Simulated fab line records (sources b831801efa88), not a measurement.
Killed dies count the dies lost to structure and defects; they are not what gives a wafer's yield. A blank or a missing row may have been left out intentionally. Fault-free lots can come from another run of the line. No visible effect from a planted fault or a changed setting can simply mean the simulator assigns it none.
2 desks looking at one fault | flow sky130 | each desk has only its own numbers; what lay behind them comes last

== THE METROLOGY DESK ==
What the gauges read for every lot (on any tool): the sampled wafers with a number, averaged. The brackets show how far a lot's mean lies from the usual mean; more than 4 standard deviations puts the lot out of limits, marked OUT.
Columns: A = VIA3_OVL at SKY_VIA3_OVL_MEAS_13, usual -2 nm
lot  | first seen here | A
L761 | day 39 14:30    | -5
L762 | day 40 05:17    | 5
L763 | day 40 09:49    | 7
L765 | day 41 10:17    | -8
L774 | day 43 19:32    | 4
L775 | day 44 04:05    | -4
L776 | day 44 10:37    | -2
L780 | day 45 09:34    | -3
L782 | day 45 15:01    | -8
L783 | day 46 03:43    | 2
This desk found nothing out of limits on any of the 10 lots.

== DESK OF THE TOOL OWNER: litho_track-03 ==
The tool's own readings at SKY_VIA3_COAT_07 (resist thk 450 nm): means of the sampled wafers that have a number, for each lot that ran on this tool. The brackets show how far a lot's mean lies from the usual mean; more than 4 standard deviations puts the lot out of limits, marked OUT.
Columns: A = spin_speed_rpm at SKY_VIA3_COAT_07, usual 3000.1 rpm
lot  | first seen here | A
L761 | day 39 02:00    | 3000.3
L765 | day 40 22:00    | 3000.3
L774 | day 43 08:00    | 3229.2 (+99 or more) OUT
L775 | day 43 16:00    | 3228.1 (+99 or more) OUT
This desk's verdict: out of limits on L774, L775, starting with L774 at day 43 08:00 (spin_speed_rpm at SKY_VIA3_COAT_07). In limits: L761, L765.

== BROUGHT TOGETHER ==
An alarm could have come from the tool owner's desk at day 43 08:00, on L774, L775.
Metrology desk: nothing out of limits seen.
The metrology desk holds a record of L774, L775, inside its limits.
Of the lots named, all ran SKY_VIA3_COAT_07 on litho_track-03.

== WHAT HAD BEEN PUT IN BY THE SIMULATOR ==
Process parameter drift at SKY_VIA3_COAT_07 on litho_track-03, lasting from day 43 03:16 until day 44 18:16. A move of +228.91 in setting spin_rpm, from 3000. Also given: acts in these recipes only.
Lots struck among those shown: L774, L775.
Hours from the fault's start to each desk's first reading out of limits: the tool owner's desk, 5.
